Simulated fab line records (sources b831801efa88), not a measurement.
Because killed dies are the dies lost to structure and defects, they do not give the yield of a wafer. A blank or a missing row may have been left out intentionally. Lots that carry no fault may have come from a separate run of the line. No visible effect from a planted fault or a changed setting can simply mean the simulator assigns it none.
fab line records | flow sky130
record lots=5 | wafers=14 | last_day=49
route steps=708 shown METAL5@671 PASSIVATION@681 PAD_OPEN@694
lots with no fault: from the same line, run without faults
start_h: hours from the record's first day to the start of the lot's first wafer shown | wait_h: hours elapsed since this lot's preceding step | " as in the row above | L1.1+2: one row covering several wafers at once | - either no value or no given start | * or withheld: withheld | < > ~ a bound
route shown NAME@n: NAME is a module with steps in the file, n the number in the route of the first one | usual: mean/standard deviation of fault-free wafers | same: alike in all rows | chamber/n: place in a boat | sites: readings site by site | _std_site: the standard deviation of these | _edge_site: outer sites' mean less inner sites' | radius_mm: for every site, how far away it sits from the centre of the wafer | mask NAME#n: copy n | behind: the last tool/chamber to shape the wafer | hold: why the lot went on hold/how many hours it stayed there/how the hold came to an end | device: the n, p or np transistor that did not switch | end of line: the route-end tests of the same wafers | for a step that has no rows: nothing shown but its recipe | killed: not the wafer's yield, but the dies lost to structure and defects at the first sort | map: a wafer's dies, x killed, . not, _ none there
set.NAME: the setting that was run; set.NAME@STEP: the one run at that earlier step | model.NAME: the simulator's own value behind a step, which no gauge read
certain route steps with their lots: each step a table, each wafer a row
services: the hour from which a tool's chamber was out of use, counted from the record's first day as start_h (under 0 if before that day), plus the number of hours and why
## steps
# step SKY_METAL5_SOFTBAKE_10
# recipe temp_c=90 | time_s=60 | resist=NOVOLAK
# step SKY_METAL5_EXPOSE_11
# recipe mask_id=MM5 | na=0.6 | source_shape=conventional | sigma_outer=0.6 | polarization=unpolarized | target_cd_nm=1600 | dose_mj=190
# step SKY_METAL5_PEB_12
# recipe temp_c=withheld | time_s=* | resist=NOVOLAK
# step SKY_METAL5_DEVELOP_13
# recipe resist=NOVOLAK | developer=TMAH | develop_time_s=60 | dev_temp_c=23
# step SKY_METAL5_DESCUM_14
# recipe chemistry=O2 | source_power_w=150 | bias_power_w=0 | pressure_mtorr=10 | temp_c=40 | time_s=11
# usual drypump_motor_current_A=5.9/0.46 | oes_product_au=0.996/0.0077
# same bias_power_w=0
lot.wafer | tool         | chamber | start_h | wait_h | drypump_motor_current_A | oes_product_au | rf_hours_counter_h
L683.1    | rie_metal-01 | 0       | 1055.43 | 0.1    | 5.6                     | 0.987          | 12
L683.2    | "            | 1       | "       | "      | 5.6                     | 1.000          | 17
L683.3    | "            | 1       | "       | "      | 5.6                     | 0.991          | -
L684.4    | rie_metal-02 | 1       | 1066.12 | 0.1    | 6.4                     | 1.003          | -
L684.5    | "            | 0       | "       | "      | 5.3                     | 1.000          | -
L684.6    | "            | 1       | "       | "      | 6.4                     | 0.998          | -
L687.1    | rie_metal-02 | 0       | 1083.54 | 0.1    | 5.3                     | 0.997          | 25
L687.2    | "            | 1       | "       | "      | 6.4                     | 1.000          | 15
L687.4    | "            | 0       | "       | "      | 5.4                     | 0.995          | -
L688.1    | rie_metal-02 | 1       | 1098.11 | 0.1    | 6.4                     | 1.005          | 16
L688.2    | "            | 0       | "       | "      | 5.3                     | 1.004          | 26
L688.6    | "            | 1       | "       | "      | 6.4                     | 1.005          | -
L695.4    | rie_metal-02 | 0       | 1129.20 | 0.1    | 5.3                     | 0.991          | -
L695.5    | "            | 1       | "       | "      | 6.4                     | 0.991          | -
# step SKY_METAL5_METAL_ETCH_15
# recipe target_depth_a=12600 | stop_on=SiO2 | over_etch_frac=0.2 | time_s=252 | chemistry=Cl2/BCl3 | resist_sidewall_deg=86 | pressure_mtorr=10 | icp_w=900 | bias_w=48.5 | Cl2_flow_sccm=60 | bcl3_flow_sccm=30
# usual bcl3_flow_sccm=30.00/0.092 | drypump_motor_current_A=5.9/0.47 | oes_product_au=0.893/0.0045 | throttle_valve_pct=22.265/0.01
lot.wafer | tool         | chamber | start_h | wait_h | bcl3_flow_sccm | drypump_motor_current_A | oes_product_au | rf_hours_counter_h | throttle_valve_pct
L683.1    | rie_metal-01 | 0       | 1055.46 | 0.0    | 30.09          | 5.6                     | 0.900          | 12                 | 22.253
L683.2    | "            | 1       | "       | "      | 30.07          | 5.6                     | 0.897          | 17                 | 22.254
L683.3    | "            | 1       | "       | "      | 29.87          | 5.6                     | 0.888          | -                  | 22.275
L684.4    | rie_metal-02 | 1       | 1066.23 | 0.1    | 29.93          | 6.4                     | 0.901          | -                  | 22.271
L684.5    | "            | 0       | "       | "      | 29.94          | 5.3                     | 0.887          | -                  | 22.254
L684.6    | "            | 1       | "       | "      | 29.99          | 6.4                     | 0.898          | -                  | 22.275
L687.1    | rie_metal-02 | 0       | 1083.57 | 0.0    | 30.08          | 5.3                     | 0.894          | 25                 | 22.281
L687.2    | "            | 1       | "       | "      | 29.97          | 6.4                     | 0.895          | 15                 | 22.257
L687.4    | "            | 0       | "       | "      | 30.13          | 5.3                     | 0.896          | -                  | 22.255
L688.1    | rie_metal-02 | 1       | 1098.15 | 0.0    | 29.89          | 6.4                     | 0.888          | 17                 | 22.262
L688.2    | "            | 0       | "       | "      | 29.84          | 5.3                     | 0.887          | 26                 | 22.265
L688.6    | "            | 1       | "       | "      | 29.99          | 6.4                     | 0.893          | -                  | 22.269
L695.4    | rie_metal-02 | 0       | 1129.30 | 0.1    | 30.18          | 5.3                     | 0.899          | -                  | 22.261
L695.5    | "            | 1       | "       | "      | 30.02          | 6.4                     | 0.896          | -                  | 22.278
# step SKY_METAL5_STRIP_16
# recipe chemistry=O2/N2 | power_w=1400 | pressure_mtorr=1500 | platen_temp_c=withheld | o2_flow_sccm=3000 | n2_flow_sccm=300 | overash_fraction=0.5
# usual drypump_motor_current_A=5.8/0.47 | oes_product_au=0.710/0.0045 | strip_time_to_endpoint_s=13.10/0.093
lot.wafer | tool            | chamber | start_h | wait_h | drypump_motor_current_A | oes_product_au | rf_hours_counter_h | strip_time_to_endpoint_s
L683.1    | plasma_asher-02 | 1       | 1055.70 | 0.2    | 5.4                     | 0.716          | 64                 | 12.94
L683.2    | "               | 0       | "       | "      | 6.3                     | 0.712          | 64                 | 12.94
L683.3    | "               | 0       | "       | "      | 6.3                     | 0.721          | -                  | 13.01
L684.4    | plasma_asher-03 | 1       | 1066.42 | 0.1    | 6.6                     | 0.707          | -                  | 13.12
L684.5    | "               | 1       | "       | "      | 6.6                     | 0.709          | -                  | 13.15
L684.6    | "               | 0       | "       | "      | 5.4                     | 0.712          | -                  | 13.15
L687.1    | plasma_asher-03 | 0       | 1083.81 | 0.2    | 5.4                     | 0.711          | 92                 | 12.98
L687.2    | "               | 1       | "       | "      | 6.6                     | 0.712          | 92                 | 12.94
L687.4    | "               | 1       | "       | "      | 6.5                     | 0.707          | -                  | 12.96
L688.1    | plasma_asher-04 | 0       | 1098.38 | 0.2    | 5.3                     | 0.707          | 3                  | 12.99
L688.2    | "               | 1       | "       | "      | 5.8                     | 0.714          | 3                  | 13.20
L688.6    | "               | 0       | "       | "      | 5.3                     | 0.712          | -                  | 13.10
L695.4    | plasma_asher-04 | 0       | 1129.49 | 0.1    | 5.3                     | 0.711          | -                  | 13.24
L695.5    | "               | 1       | "       | "      | 5.8                     | 0.707          | -                  | 13.24
# step SKY_METAL5_STRIP_17
# recipe chemistry=post_etch_residue_remover | time_s=1200 | temp_c=72.5
# step SKY_METAL5_CLEAN_18
# recipe chemistry=IPA | time_s=180 | temp_c=25
# step SKY_METAL5_CLEAN_19
# recipe chemistry=O3/DIW | dry=n2_spin
# step SKY_PASSIVATION_CVD_00
# recipe material=SiO2 | target_thk_nm=90 | temp_c=400 | time_s=withheld | rf_w=600
# step SKY_PASSIVATION_THK_MEAS_01
# recipe reads=SiO2_of_PASSIVATION_CVD_00
# usual PASSIVATION_CVD_00_THK=90.1/1.1
lot.wafer | tool          | chamber | start_h | wait_h | PASSIVATION_CVD_00_THK[nm]
L683.1    | film_metro-04 | -       | 1056.31 | -      | 89.9
L683.2    | "             | -       | "       | "      | 88.9
L683.3    | "             | -       | "       | "      | 89.6
L684.4    | film_metro-01 | -       | 1067.04 | -      | 90.9
L684.5    | "             | -       | "       | "      | 89.7
L684.6    | "             | -       | "       | "      | 90.3
L687.1    | film_metro-01 | -       | 1084.42 | -      | 88.1
L687.2    | "             | -       | "       | "      | 88.1
L687.4    | "             | -       | "       | "      | 89.7
L688.1    | film_metro-01 | -       | 1099.00 | -      | 88.8
L688.2    | "             | -       | "       | "      | 90.5
L688.6    | "             | -       | "       | "      | 90.8
L695.4    | film_metro-04 | -       | 1130.10 | -      | 90.1
L695.5    | "             | -       | "       | "      | 91.4
# step SKY_PASSIVATION_CVD_02
# recipe material=Si3N4 | target_thk_nm=540 | temp_c=400 | time_s=withheld | rf_w=450
# usual heater_power_w=748/130
lot.wafer | tool     | chamber | start_h | wait_h | heater_power_w | model.Si3N4_of_PASSIVATION_CVD_02.thk_nm
L683.1    | pecvd-03 | 2       | 1056.37 | 0.1    | 573            | 529.1
L683.2    | "        | 1       | "       | "      | 951            | 527.4
L683.3    | "        | 0       | "       | "      | 894            | 532.3
L684.4    | pecvd-03 | 1       | 1067.18 | 0.1    | 945            | 548.2
L684.5    | "        | 2       | "       | "      | 589            | 541.9
L684.6    | "        | 0       | "       | "      | 802            | 546.8
L687.1    | pecvd-03 | 2       | 1084.48 | 0.1    | 524            | 531.9
L687.2    | "        | 0       | "       | "      | 804            | 531.7
L687.4    | "        | 2       | "       | "      | 541            | 534
L688.1    | pecvd-03 | 2       | 1099.06 | 0.1    | 572            | 529.6
L688.2    | "        | 1       | "       | "      | 972            | 531.4
L688.6    | "        | 0       | "       | "      | 876            | 531.7
L695.4    | pecvd-03 | 1       | 1130.24 | 0.1    | 872            | 560.7
L695.5    | "        | 2       | "       | "      | 606            | 540
# step SKY_PASSIVATION_THK_MEAS_03
# recipe reads=Si3N4_of_PASSIVATION_CVD_02
# usual PASSIVATION_CVD_02_THK=540/6.9
lot.wafer | tool          | chamber | start_h | wait_h | PASSIVATION_CVD_02_THK[nm]
L683.1    | film_metro-02 | -       | 1056.60 | -      | 529
L683.2    | "             | -       | "       | "      | 528
L683.3    | "             | -       | "       | "      | 532
L684.4    | film_metro-02 | -       | 1067.32 | -      | 548
L684.5    | "             | -       | "       | "      | 542
L684.6    | "             | -       | "       | "      | 547
L687.1    | film_metro-04 | -       | 1084.71 | -      | 531
L687.2    | "             | -       | "       | "      | 531
L687.4    | "             | -       | "       | "      | 534
L688.1    | film_metro-04 | -       | 1099.29 | -      | 530
L688.2    | "             | -       | "       | "      | 531
L688.6    | "             | -       | "       | "      | 532
L695.4    | film_metro-02 | -       | 1130.39 | -      | 561
L695.5    | "             | -       | "       | "      | 539
# step SKY_PASSIVATION_DEHYDRATE_04
# recipe temp_c=200 | time_s=60
# step SKY_PASSIVATION_HMDS_05
# recipe prime_time_s=60 | prime_temp_c=120
# step SKY_PASSIVATION_COAT_06
# recipe spin_rpm=2000 | resist_thk_nm=3000
# step SKY_PASSIVATION_SOFTBAKE_07
# recipe temp_c=110 | time_s=withheld
# step SKY_PASSIVATION_EXPOSE_08
# recipe mask_id=NSM | target_cd_nm=3000 | na=0.57 | dose_mj=260
# step SKY_PASSIVATION_PEB_09
# recipe temp_c=115 | time_s=withheld
# step SKY_PASSIVATION_DEVELOP_10
# recipe develop_time_s=60 | dev_temp_c=23
# step SKY_PASSIVATION_ETCH_11
# recipe chemistry=CF4/O2 | target_depth_nm=725 | stop_on=AlCu | source_w=800 | bias_w=150 | pressure_mtorr=150 | cf4_flow_sccm=80 | O2_flow_sccm=10 | time_s=161.1
# step SKY_PASSIVATION_STRIP_12
# recipe chemistry=O2/N2 | power_w=1400 | pressure_mtorr=1500 | platen_temp_c=withheld | overash_fraction=0.7 | o2_flow_sccm=3000 | n2_flow_sccm=300
# usual drypump_motor_current_A=5.8/0.47 | oes_product_au=0.661/0.0044 | strip_time_to_endpoint_s=31.53/0.1
lot.wafer | tool            | chamber | start_h | wait_h | drypump_motor_current_A | oes_product_au | rf_hours_counter_h | strip_time_to_endpoint_s
L683.1    | plasma_asher-03 | 0       | 1077.74 | 0.1    | 5.4                     | 0.652          | 92                 | 31.58
L683.2    | "               | 1       | "       | "      | 6.6                     | 0.667          | 92                 | 31.58
L683.3    | "               | 1       | "       | "      | 6.6                     | 0.654          | -                  | 31.65
L684.4    | plasma_asher-04 | 1       | 1087.66 | 0.1    | 5.8                     | 0.657          | -                  | 31.40
L684.5    | "               | 0       | "       | "      | 5.3                     | 0.654          | -                  | 31.54
L684.6    | "               | 1       | "       | "      | 5.8                     | 0.665          | -                  | 31.50
L687.1    | plasma_asher-04 | 0       | 1105.43 | 0.1    | 5.3                     | 0.655          | 4                  | 31.38
L687.2    | "               | 1       | "       | "      | 5.8                     | 0.661          | 4                  | 31.44
L687.4    | "               | 0       | "       | "      | 5.3                     | 0.665          | -                  | 31.57
L688.1    | plasma_asher-01 | 0       | 1118.78 | 0.1    | 5.6                     | 0.661          | 37                 | 31.43
L688.2    | "               | 1       | "       | "      | 6.0                     | 0.666          | 37                 | 31.32
L688.6    | "               | 0       | "       | "      | 5.6                     | 0.669          | -                  | 31.47
L695.4    | plasma_asher-04 | 0       | 1147.93 | 0.1    | 5.3                     | 0.654          | -                  | 31.55
L695.5    | "               | 0       | "       | "      | 5.3                     | 0.668          | -                  | 31.64
# step SKY_PAD_OPEN_DEHYDRATE_00
# recipe temp_c=200 | time_s=60
# step SKY_PAD_OPEN_HMDS_01
# recipe prime_time_s=60 | prime_temp_c=120
# step SKY_PAD_OPEN_COAT_02
# recipe spin_rpm=2000 | resist_thk_nm=3000
# step SKY_PAD_OPEN_SOFTBAKE_03
# recipe temp_c=110 | time_s=withheld
# step SKY_PAD_OPEN_EXPOSE_04
# recipe mask_id=PDM | target_cd_nm=60000 | na=0.57 | dose_mj=260
# step SKY_PAD_OPEN_PEB_05
# recipe temp_c=115 | time_s=withheld
# step SKY_PAD_OPEN_DEVELOP_06
# recipe develop_time_s=60 | dev_temp_c=23
# step SKY_PAD_OPEN_ETCH_07
# recipe chemistry=CF4/O2 | target_depth_nm=725 | stop_on=AlCu | source_w=800 | bias_w=150 | pressure_mtorr=150 | cf4_flow_sccm=80 | O2_flow_sccm=10 | time_s=161.1
# usual O2_flow_sccm=10.001/0.028 | drypump_motor_current_A=5.6/0.42 | oes_product_au=0.977/0.0067 | throttle_valve_pct=5.963/0.0097
lot.wafer | tool        | chamber | start_h | wait_h | O2_flow_sccm | drypump_motor_current_A | oes_product_au | rf_hours_counter_h | throttle_valve_pct
L683.1    | rie_diel-03 | 3       | 1097.46 | -      | 9.945        | 5.5                     | 0.963          | 9                  | 5.971
L683.2    | "           | 1       | "       | "      | 10.018       | 6.3                     | 0.968          | 12                 | 5.971
L683.3    | "           | 0       | "       | "      | 10.016       | 5.4                     | 0.973          | 30                 | 5.981
L684.4    | rie_diel-02 | 1       | 1106.88 | -      | 9.950        | 6.2                     | 0.981          | -                  | 5.962
L684.5    | "           | 2       | "       | "      | 9.961        | 5.2                     | 0.974          | -                  | 5.972
L684.6    | "           | 0       | "       | "      | 9.974        | 5.5                     | 0.985          | -                  | 5.954
L687.1    | rie_diel-04 | 2       | 1124.88 | -      | 10.032       | 5.5                     | 0.964          | 18                 | 5.960
L687.2    | "           | 3       | "       | "      | 10.028       | 6.3                     | 0.971          | 9                  | 5.963
L687.4    | "           | 1       | "       | "      | 10.020       | 5.4                     | 0.973          | 13                 | 5.960
L688.1    | rie_diel-03 | 3       | 1136.57 | -      | 9.953        | 5.5                     | 0.971          | 10                 | 5.964
L688.2    | "           | 2       | "       | "      | 9.988        | 5.5                     | 0.972          | 12                 | 5.975
L688.6    | "           | 1       | "       | "      | 10.032       | 6.3                     | 0.968          | -                  | 5.965
L695.4    | rie_diel-04 | 2       | 1165.78 | -      | 10.026       | 5.5                     | 0.983          | -                  | 5.964
L695.5    | "           | 1       | "       | "      | 10.040       | 5.4                     | 0.979          | -                  | 5.977
# step SKY_PAD_OPEN_STRIP_08
# recipe chemistry=O2/N2 | power_w=1400 | pressure_mtorr=1500 | platen_temp_c=withheld | overash_fraction=0.7 | o2_flow_sccm=3000 | n2_flow_sccm=300
# step SKY_PAD_OPEN_STRIP_09
# recipe chemistry=post_etch_residue_remover | time_s=1200 | temp_c=72.5
lot.wafer | tool         | chamber | start_h | wait_h | model.Si3N4_of_PASSIVATION_CVD_02.thk_nm
L683.1    | wet_bench-02 | 1       | 1097.67 | 0.1    | 528.8
L683.2    | "            | 1       | "       | "      | 527.1
L683.3    | "            | 1       | "       | "      | 531.9
L684.4    | wet_bench-03 | 3       | 1107.03 | 0.0    | 547.9
L684.5    | "            | 3       | "       | "      | 541.6
L684.6    | "            | 3       | "       | "      | 546.5
L687.1    | wet_bench-04 | 1       | 1125.08 | 0.1    | 531.6
L687.2    | "            | 1       | "       | "      | 531.3
L687.4    | "            | 1       | "       | "      | 533.6
L688.1    | wet_bench-04 | 2       | 1136.78 | 0.1    | 529.2
L688.2    | "            | 2       | "       | "      | 531.1
L688.6    | "            | 2       | "       | "      | 531.3
L695.4    | wet_bench-04 | 2       | 1165.93 | 0.0    | 560.3
L695.5    | "            | 2       | "       | "      | 539.6
# step SKY_PAD_OPEN_CLEAN_10
# recipe chemistry=IPA | time_s=180 | temp_c=25
# step SKY_PAD_OPEN_PROBE_99
# usual defect_limited_yield=82.3/2 | killed_at_M0_to_M3=43/7.3 | killed_at_M4_up=3.2/1.8 | killed_at_contacts=24/5.8 | killed_at_front_end=16/4.5 | killed_at_other=0.3/0.53 | killed_dies=87/9.9 | killed_open=48/6.8 | killed_short=39/6.9 | sort_bin_3_pad_short=0.8/0.42 | sort_bin_5_function=10.4/1.6 | sort_bin_6_memory=6.4/1.2 | sort_n_pass=405/9.9 | sort_yield_pct=82.3/2
# same gross_dies=492 | killed_at_back_side=0 | sort_bin_4_leakage[%]=0 | sort_bin_8_speed[%]=0
lot.wafer | tool      | chamber | start_h | wait_h | defect_limited_yield[%] | killed_at_M0_to_M3 | killed_at_M4_up | killed_at_contacts | killed_at_front_end | killed_at_other | killed_dies | killed_open | killed_short | sort_bin_3_pad_short[%] | sort_bin_5_function[%] | sort_bin_6_memory[%] | sort_n_pass | sort_yield_pct[%]
L687.1    | prober-02 | -       | 1127.20 | 0.1    | 80.3                    | 53                 | 3               | 27                 | 13                  | 1               | 97          | 46          | 51           | 0.8                     | 10.2                   | 8.7                  | 395         | 80.3
L687.2    | prober-02 | -       | 1127.25 | 0.1    | 82.1                    | 44                 | 6               | 25                 | 12                  | 1               | 88          | 46          | 42           | 0.6                     | 12.0                   | 5.3                  | 404         | 82.1
L687.4    | prober-02 | -       | 1127.35 | 0.2    | 79.1                    | 49                 | 5               | 38                 | 11                  | 0               | 103         | 56          | 47           | 0.6                     | 11.4                   | 8.9                  | 389         | 79.1
L695.5    | prober-02 | -       | 1168.25 | 0.2    | 85.8                    | 35                 | 2               | 22                 | 11                  | 0               | 70          | 34          | 36           | 1.0                     | 8.5                    | 4.7                  | 422         | 85.8
# killed by level:class
L687.1 CONTACT:geometric_particle:open=9 VIA1:geometric_particle:open=9 METAL1:geometric_particle:short=8 METAL2:geometric_particle:short=8 LI_CONTACT:geometric_particle:open=7 CONTACT:geometric_particle:short=6 VIA1:geometric_particle:short=6 VIA3:geometric_particle:open=5
L687.2 CONTACT:geometric_particle:open=10 VIA1:geometric_particle:open=10 VIA1:geometric_particle:short=9 LI_CONTACT:geometric_particle:open=8 METAL4:geometric_particle:short=5 METAL1:geometric_particle:short=5 VIA2:geometric_particle:open=5 METAL2:geometric_particle:short=4
L687.4 CONTACT:geometric_particle:open=13 LI_CONTACT:geometric_particle:open=11 VIA1:geometric_particle:open=9 VIA2:geometric_particle:open=9 CONTACT:geometric_particle:short=6 METAL1:geometric_particle:short=6 VIA3:geometric_particle:open=6 METAL2:geometric_particle:short=5
L695.5 VIA1:geometric_particle:open=8 CONTACT:geometric_particle:open=6 VIA1:geometric_particle:short=6 VIA2:geometric_particle:open=6 LI_CONTACT:geometric_particle:open=5 LOCAL_INTERCONNECT:geometric_particle:short=5 FIELD_ISO:geometric_particle:open=4 CONTACT:geometric_particle:short=4
## services
tool            | chamber | start_h | hours | kind
plasma_asher-04 | -       | 1044.85 | 14.6  | pm
pecvd-03        | 0       | 1058.50 | 5.5   | scheduled_down
pecvd-03        | -       | 1058.74 | 2.5   | repair
plasma_asher-04 | -       | 1059.45 | 9.0   | pm
plasma_asher-04 | 0       | 1059.45 | 9.0   | vent_cycle
plasma_asher-04 | 1       | 1059.45 | 9.0   | vent_cycle
plasma_asher-04 | 0       | 1068.45 | -     | clean
plasma_asher-04 | 1       | 1068.45 | -     | clean
plasma_asher-02 | -       | 1076.80 | 2.8   | pm
pecvd-03        | 2       | 1086.39 | 2.1   | scheduled_down
rie_diel-02     | 3       | 1105.84 | 9.0   | repair
wet_bench-04    | -       | 1107.93 | 2.3   | repair
rie_diel-02     | 1       | 1108.88 | 1.5   | repair
wet_bench-02    | -       | 1128.90 | 5.9   | repair
plasma_asher-02 | -       | 1139.34 | 0.8   | repair
rie_metal-02    | 0       | 1150.07 | -     | clean
rie_metal-02    | 0       | 1150.07 | -     | consumable_replace:focus_ring
rie_metal-02    | 0       | 1150.07 | 24.9  | scheduled_down
rie_metal-02    | 0       | 1150.07 | 24.9  | vent_cycle
pecvd-03        | 0       | 1154.86 | 14.9  | repair
rie_diel-04     | 0       | 1158.10 | 17.1  | repair
## key
first_sign step=SKY_PASSIVATION_THK_MEAS_03 | reading=PASSIVATION_CVD_02_THK | direction=up | sigmas=3.1 | usual=540 | struck=561
effect none on later readings
model_effect step=SKY_PASSIVATION_CVD_02 | value=Si3N4_of_PASSIVATION_CVD_02.thk_nm | without=544.7 | struck=560.7
model_effect step=SKY_PAD_OPEN_STRIP_09 | value=Si3N4_of_PASSIVATION_CVD_02.thk_nm | without=544.3 | struck=560.3
met_at SKY_PASSIVATION_CVD_02
struck_wafers L695.4
onset_between 1099.06 1130.24
fault kind=process_parameter_drift | tool=pecvd-03 | chamber=- | onset_h=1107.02 | steps=SKY_PASSIVATION_CVD_02 | channel=time_s | offset=withheld | shape=step | end_h=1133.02 | scope=struck_wafers_only | acts_in=*
